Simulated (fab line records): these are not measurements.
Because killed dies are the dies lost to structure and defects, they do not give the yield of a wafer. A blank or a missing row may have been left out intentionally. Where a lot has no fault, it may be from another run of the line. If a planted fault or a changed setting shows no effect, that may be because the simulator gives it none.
What tool caused it?	flow sky130	Sampling: 12 lots, 36 wafers, 5 of 708 route steps

== WHAT THE GAUGES READ, wafer by wafer ==
SKY_PWDE_TW_MEAS_10.
lot	measured	on	PWDE_TW
L770	day 3 18:19	film_metro-02	376.2 376.7 374.6
L771	day 4 01:46	film_metro-02	372.3 375.3 374.6
L772	day 4 12:03	film_metro-02	374.1 374.5 376.3
L773	day 4 18:52	film_metro-02	373.1 375.1 375.7
L775	day 5 01:46	film_metro-04	377.9 378.9 377.5
L774	day 5 02:42	film_metro-04	378.3 378.6 378.4
L776	day 5 08:31	film_metro-02	375.7 377.7 376.6
L777	day 5 12:53	film_metro-01	374.0 372.7 374.2
L778	day 5 17:28	film_metro-04	377.5 377.8 377.3
L779	day 6 00:05	film_metro-02	377.9 377.8 377.1
L785	day 7 08:01	film_metro-01	376.6 375.1 377.4
L791	day 8 18:08	film_metro-02	377.7 376.9 376.5

SKY_VT_ADJUST_HVTP_CD_MEAS_07 targets a cd of 380 nm.
lot	measured	on	cd_nm (nm)
L770	day 6 00:38	cd_sem-01	380.7 381.4 382.1
L771	day 6 09:38	cd_sem-02	381.0 381.6 381.7
L772	day 6 20:07	cd_sem-02	377.8 375.9 378.3
L773	day 7 04:55	cd_sem-02	378.5 377.2 377.9
L775	day 7 11:10	cd_sem-01	381.2 379.8 381.5
L774	day 7 12:25	cd_sem-02	382.5 379.9 383.4
L776	day 7 18:17	cd_sem-01	382.5 381.7 379.6
L777	day 7 23:46	cd_sem-02	376.7 379.3 374.8
L778	day 8 05:17	cd_sem-02	377.5 376.6 378.5
L779	day 8 12:36	cd_sem-01	378.6 376.7 376.8
L785	day 9 23:42	cd_sem-01	387.2 389.3 388.3
L791	day 11 13:15	cd_sem-02	379.8 379.0 379.0

SKY_LDD_HVP_OVL_MEAS_07.
lot	measured	on	LDD_HVP_OVL (nm)
L770	day 21 10:16	overlay-01	-0.7 -0.9 -0.4
L771	day 21 20:55	overlay-01	-0.3 0.6 -2.6
L772	day 22 20:45	overlay-01	0.3 -1.2 -0.4
L773	day 23 07:35	overlay-01	-0.4 0.9 -1.9
L775	day 23 14:31	overlay-02	2.5 1.6 0.8
L774	day 23 18:55	overlay-01	1.2 0.8 1.0
L776	day 24 03:47	overlay-02	3.4 2.4 2.5
L777	day 24 17:10	overlay-01	-1.1 1.2 -0.4
L778	day 24 19:50	overlay-01	-0.2 0.4 -0.1
L779	day 25 01:40	overlay-02	-0.6 -0.4 1.5
L785	day 27 00:13	overlay-01	-0.6 -1.0 1.2
L791	day 28 21:04	overlay-01	-0.2 -0.6 0.4

== EACH LOT AND THE TOOL THAT RAN IT (in order: tool; ch and the chambers of the sampled wafers; start) ==
lot	SKY_VT_ADJUST_HVTP_DEVELOP_06	SKY_POLY_GATE_ETCH_15
L770	litho_track-03 ch 0, day 6 00:30	rie_diel-04 ch 2,3, day 16 03:19
L771	litho_track-02 ch 0, day 6 09:30	rie_diel-04 ch 1,2,3, day 16 15:19
L772	litho_track-04 ch 0, day 6 19:58	rie_diel-03 ch 0,1,3, day 17 12:55
L773	litho_track-02 ch 0, day 7 04:47	rie_diel-03 ch 0,3, day 18 01:43
L775	litho_track-04 ch 0, day 7 11:02	rie_diel-02 ch 0,1, day 18 08:31
L774	litho_track-02 ch 0, day 7 12:17	rie_diel-04 ch 1,2,3, day 18 11:23
L776	litho_track-04 ch 0, day 7 18:08	rie_diel-03 ch 0,1, day 18 19:41
L777	litho_track-03 ch 0, day 7 23:38	rie_diel-02 ch 2,3, day 19 09:31
L778	litho_track-02 ch 0, day 8 05:09	rie_diel-02 ch 1,2,3, day 19 15:07
L779	litho_track-04 ch 0, day 8 12:28	rie_diel-04 ch 0,1, day 19 21:22
L785	litho_track-04 ch 0, day 9 23:34	rie_diel-03 ch 0,1,2, day 21 21:08
L791	litho_track-02 ch 0, day 11 13:05	rie_diel-02 ch 0,1,2, day 23 20:26
- SKY_VT_ADJUST_HVTP_DEVELOP_06: develop time 60 s.
- SKY_POLY_GATE_ETCH_15: etches BARC in N2/H2, stops on SiO2, time 118.5 s, target depth 110 nm.

== WHAT THE TOOLS THEMSELVES READ (means of the sampled wafers that have a number; where no wafer has one, the mark that the record gives instead) ==
SKY_VT_ADJUST_HVTP_DEVELOP_06.
lot	tool	chill_plate_temp_C (C)
L770	litho_track-03	23.12
L771	litho_track-02	23.04
L772	litho_track-04	23.06
L773	litho_track-02	22.93
L775	litho_track-04	22.95
L774	litho_track-02	22.99
L776	litho_track-04	22.98
L777	litho_track-03	22.94
L778	litho_track-02	23.05
L779	litho_track-04	23.05
L785	litho_track-04	23.10
L791	litho_track-02	23.08

SKY_POLY_GATE_ETCH_15.
lot	tool	drypump_motor_current_A (A)	oes_product_au (a.u.)	throttle_valve_pct (%)
L770	rie_diel-04	5.7	0.715	13.208
L771	rie_diel-04	5.7	0.709	13.212
L772	rie_diel-03	5.9	0.713	13.215
L773	rie_diel-03	6.1	0.717	13.210
L775	rie_diel-02	5.3	0.718	13.212
L774	rie_diel-04	5.6	0.716	13.219
L776	rie_diel-03	6.0	0.720	13.199
L777	rie_diel-02	5.7	0.712	13.223
L778	rie_diel-02	5.3	0.716	13.214
L779	rie_diel-04	5.3	0.715	13.213
L785	rie_diel-03	6.0	0.719	13.218
L791	rie_diel-02	5.5	0.718	13.219

== THE ANSWER, worked out from the rows above alone ==
Rule: what is usual is taken from the lots themselves. Put in order of their means at a reading, lots are off if they are a third of the lots or fewer, leave a main group of 4 or more, and stand apart from it by a gap of 3 or more times the standard deviation of the main group's means; of several such gaps the widest counts. Not used: any main group whose means are identical at the precision the tables above print for the reading. Also off: a lot with no number at a reading for which 4 or more lots have one. All remaining lots with rows at the step are treated as sound. After the gauges, taken in route order, come the tools' own readings; for these a lot's mean is taken, as printed above. The first step at which some lot is off is used, and at that step the reading that is off furthest; a lot without a number counts as furthest.
Off: L785, at SKY_VT_ADJUST_HVTP_CD_MEAS_07 (cd_nm). For the main group the mean is 379.4 nm and the standard deviation 1.9.
A tool fits if, at a process step before that reading, it ran every lot that is off, and no sound lot after the first of them. The gauges at SKY_VT_ADJUST_HVTP_CD_MEAS_07 are tried like those tools. Undecided on this evidence; 2 tools fit (litho_track-04 at SKY_VT_ADJUST_HVTP_DEVELOP_06, cd_sem-01 at SKY_VT_ADJUST_HVTP_CD_MEAS_07).

== WHAT THE SIMULATOR HAD INSERTED ==
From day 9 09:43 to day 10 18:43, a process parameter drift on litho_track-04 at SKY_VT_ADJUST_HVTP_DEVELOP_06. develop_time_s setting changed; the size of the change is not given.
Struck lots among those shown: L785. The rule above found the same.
